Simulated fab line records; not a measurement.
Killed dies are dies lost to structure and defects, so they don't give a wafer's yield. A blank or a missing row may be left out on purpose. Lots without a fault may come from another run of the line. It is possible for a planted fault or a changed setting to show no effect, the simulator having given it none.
Which tool did it? + flow sky130 + 10 lots with 30 wafers sampled at 6 steps, on a route of 708 steps

== WHAT THE GAUGES READ, wafer by wafer ==
SKY_CAP2M_OVL_MEAS_12. Usual: CAP2M_OVL gives -0.2 nm (standard deviation 1.6).
| lot  | measured     | on         | CAP2M_OVL (nm) | flag |
|------|--------------|------------|----------------|------|
| L755 | day 40 17:00 | overlay-01 | -0.6 0.7 -0.8  |      |
| L756 | day 41 11:05 | overlay-02 | 1.0 -0.9 0.5   |      |
| L757 | day 41 14:02 | overlay-02 | 2.5 0.4 1.3    |      |
| L763 | day 43 18:59 | overlay-02 | 0.5 0.9 -0.2   |      |
| L765 | day 44 00:32 | overlay-01 | 0.4 0.2 0.7    |      |
| L764 | day 44 01:16 | overlay-02 | 2.7 2.2 2.5    |      |
| L770 | day 45 10:31 | overlay-02 | 0.1 -0.1 -0.6  |      |
| L771 | day 45 15:24 | overlay-01 | -1.9 3.9 -0.7  |      |
| L774 | day 46 01:45 | overlay-02 | -0.3 -1.2 -1.0 |      |
| L775 | day 46 04:21 | overlay-01 | -0.2 2.2 0.0   |      |

SKY_VIA4_RS_MEAS_19: measurement is done with a four-point probe. Usual: VIA4_W_RS gives 0.227 ohm/sq (standard deviation 0.0034).
| lot  | measured     | on           | VIA4_W_RS (ohm/sq) | flag |
|------|--------------|--------------|--------------------|------|
| L755 | day 42 18:49 | filmMetro-01 | 0.229 0.228 0.227  |      |
| L756 | day 43 12:17 | filmMetro-04 | 0.226 0.224 0.231  |      |
| L757 | day 43 14:37 | filmMetro-02 | 0.227 0.222 0.232  |      |
| L763 | day 45 17:37 | filmMetro-01 | 0.230 0.355 0.363  | OFF  |
| L765 | day 45 22:59 | filmMetro-04 | 0.222 0.367 0.348  | OFF  |
| L764 | day 45 23:47 | filmMetro-02 | 0.225 0.361 0.224  | OFF  |
| L770 | day 47 05:37 | filmMetro-02 | 0.224 0.229 0.228  |      |
| L771 | day 47 10:25 | filmMetro-01 | 0.228 0.224 0.223  |      |
| L774 | day 47 20:47 | filmMetro-01 | 0.227 0.228 0.226  |      |
| L775 | day 47 23:41 | filmMetro-02 | 0.225 0.222 0.226  |      |

SKY_VIA4_THK_MEAS_20: measures by xrf. Usual: VIA4_W_THK gives 491 nm (standard deviation 7.9).
| lot  | measured     | on           | VIA4_W_THK (nm) | flag |
|------|--------------|--------------|-----------------|------|
| L755 | day 42 18:55 | filmMetro-01 | 494 495 497     |      |
| L756 | day 43 12:23 | filmMetro-04 | 492 494 486     |      |
| L757 | day 43 14:44 | filmMetro-02 | 489 499 481     |      |
| L763 | day 45 17:44 | filmMetro-01 | 488 318 310     | OFF  |
| L765 | day 45 23:05 | filmMetro-04 | 496 304 321     | OFF  |
| L764 | day 45 23:53 | filmMetro-02 | 497 313 499     | OFF  |
| L770 | day 47 05:43 | filmMetro-02 | 490 479 481     |      |
| L771 | day 47 10:32 | filmMetro-01 | 490 497 501     |      |
| L774 | day 47 20:55 | filmMetro-01 | 493 489 495     |      |
| L775 | day 47 23:49 | filmMetro-02 | 486 491 487     |      |

== TOOL THAT RAN EACH LOT (tool first, then ch and the chambers of the sampled wafers, then the start) ==
| lot  | SKY_CAP2M_STRIP_14                  | SKY_METAL4_ETCH_16               | SKY_VIA4_CVD_18              |
|------|-------------------------------------|----------------------------------|------------------------------|
| L755 | plasmaAsher-01 ch 0,1, day 40 17:08 | rieMetal-02 ch 1, day 41 17:48   | cvdW-02 ch 0,1, day 42 18:40 |
| L756 | plasmaAsher-02 ch 0,1, day 41 11:14 | rieMetal-04 ch 0,1, day 42 11:24 | cvdW-02 ch 0,1, day 43 12:09 |
| L757 | plasmaAsher-03 ch 0,1, day 41 14:08 | rieMetal-04 ch 0,1, day 42 13:55 | cvdW-02 ch 0,1, day 43 14:28 |
| L763 | plasmaAsher-02 ch 0,1, day 43 19:05 | rieMetal-02 ch 0,1, day 44 18:18 | cvdW-02 ch 0,1, day 45 17:27 |
| L765 | plasmaAsher-03 ch 0,1, day 44 00:38 | rieMetal-01 ch 0,1, day 44 23:35 | cvdW-02 ch 0,1, day 45 22:48 |
| L764 | plasmaAsher-01 ch 0, day 44 01:22   | rieMetal-04 ch 0,1, day 45 00:27 | cvdW-02 ch 0,1, day 45 23:37 |
| L770 | plasmaAsher-02 ch 0,1, day 45 10:37 | rieMetal-01 ch 0,1, day 46 07:47 | cvdW-01 ch 0, day 47 05:26   |
| L771 | plasmaAsher-01 ch 0,1, day 45 15:31 | rieMetal-02 ch 1, day 46 12:41   | cvdW-01 ch 0,1, day 47 10:15 |
| L774 | plasmaAsher-01 ch 0,1, day 46 01:52 | rieMetal-01 ch 0,1, day 46 22:27 | cvdW-01 ch 0,1, day 47 20:38 |
| L775 | plasmaAsher-03 ch 0,1, day 46 04:28 | rieMetal-01 ch 0,1, day 47 01:27 | cvdW-01 ch 0,1, day 47 23:32 |
- SKY_CAP2M_STRIP_14: strips in O2/N2.
- SKY_METAL4_ETCH_16: etches BARC in N2/H2, stops on SiO2, time 88.2 s, target depth 60 nm.
- SKY_VIA4_CVD_18: deposits W, target thk 505 nm, time 152.14 s.

== WHAT THE TOOLS THEMSELVES READ (means of the sampled wafers that have a number; where no wafer has one, the mark that the record gives instead) ==
SKY_CAP2M_STRIP_14. Usual: drypumpMotorCurrentA 5.6 A, standard deviation 0.44; oesProductAu 0.711 a.u., standard deviation 0.0044; stripTimeToEndpointS 12.67 s, standard deviation 0.052.
| lot  | tool           | drypumpMotorCurrentA (A) | oesProductAu (a.u.) | stripTimeToEndpointS (s) | flag |
|------|----------------|--------------------------|---------------------|--------------------------|------|
| L755 | plasmaAsher-01 | 5.3                      | 0.714               | 12.68                    |      |
| L756 | plasmaAsher-02 | 5.7                      | 0.710               | 12.67                    |      |
| L757 | plasmaAsher-03 | 5.7                      | 0.713               | 12.69                    |      |
| L763 | plasmaAsher-02 | 5.7                      | 0.707               | 12.70                    |      |
| L765 | plasmaAsher-03 | 5.6                      | 0.709               | 12.54                    |      |
| L764 | plasmaAsher-01 | 4.8                      | 0.714               | 12.64                    |      |
| L770 | plasmaAsher-02 | 5.7                      | 0.714               | 12.71                    |      |
| L771 | plasmaAsher-01 | 5.3                      | 0.711               | 12.66                    |      |
| L774 | plasmaAsher-01 | 5.3                      | 0.715               | 12.68                    |      |
| L775 | plasmaAsher-03 | 5.7                      | 0.706               | 12.67                    |      |

SKY_METAL4_ETCH_16. Usual: drypumpMotorCurrentA 6.1 A, standard deviation 0.52; oesProductAu 0.623 a.u., standard deviation 0.0045; throttleValvePct 13.205 %, standard deviation 0.0094.
| lot  | tool        | drypumpMotorCurrentA (A) | oesProductAu (a.u.) | throttleValvePct (%) | flag |
|------|-------------|--------------------------|---------------------|----------------------|------|
| L755 | rieMetal-02 | 6.6                      | 0.623               | 13.207               |      |
| L756 | rieMetal-04 | 6.4                      | 0.621               | 13.203               |      |
| L757 | rieMetal-04 | 6.4                      | 0.623               | 13.205               |      |
| L763 | rieMetal-02 | 5.5                      | 0.616               | 13.208               |      |
| L765 | rieMetal-01 | 6.0                      | 0.619               | 13.207               |      |
| L764 | rieMetal-04 | 6.2                      | 0.624               | 13.201               |      |
| L770 | rieMetal-01 | 6.1                      | 0.626               | 13.209               |      |
| L771 | rieMetal-02 | 6.6                      | 0.626               | 13.207               |      |
| L774 | rieMetal-01 | 6.1                      | 0.621               | 13.210               |      |
| L775 | rieMetal-01 | 6.1                      | 0.622               | 13.210               |      |

SKY_VIA4_CVD_18. Usual: 843 W for heaterPowerW, sd 66.
| lot  | tool    | heaterPowerW (W) | flag |
|------|---------|------------------|------|
| L755 | cvdW-02 | 782              |      |
| L756 | cvdW-02 | 817              |      |
| L757 | cvdW-02 | 819              |      |
| L763 | cvdW-02 | 784              |      |
| L765 | cvdW-02 | 812              |      |
| L764 | cvdW-02 | 814              |      |
| L770 | cvdW-01 | 944              |      |
| L771 | cvdW-01 | 930              |      |
| L774 | cvdW-01 | 926              |      |
| L775 | cvdW-01 | 945              |      |

== THE ANSWER, worked out from the rows above alone ==
Rule: take the mean of a lot's wafers that have a number; if it is more than 3 standard deviations from the usual mean, the lot is off. A lot without any number at a reading at which 4 lots or more have one is off too. Any other lot the step has rows for is counted as sound. Order of review: gauges by route order, followed by the tools' own readings, for which a lot's mean as printed above is used. The first step at which some lot is off is used, and at that step the reading that is off furthest; a lot without a number counts as furthest.
Off: L763, L765, L764, at SKY_VIA4_RS_MEAS_19 (VIA4_W_RS).
If a tool, at a process step before that reading, ran all the lots that are off and no sound lot after the first of them, it fits. Gauges at SKY_VIA4_RS_MEAS_19: tried the same way as those tools. One candidate fits, namely cvdW-02 at SKY_VIA4_CVD_18. A fault onset in the window from L757 (day 43 14:28, its last sound lot) to L763 (day 45 17:27, its first lot off) fits.

== WHAT THE SIMULATOR PUT IN ==
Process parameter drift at SKY_VIA4_CVD_18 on cvdW-02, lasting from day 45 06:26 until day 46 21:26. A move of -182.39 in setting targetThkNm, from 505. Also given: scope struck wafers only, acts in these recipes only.
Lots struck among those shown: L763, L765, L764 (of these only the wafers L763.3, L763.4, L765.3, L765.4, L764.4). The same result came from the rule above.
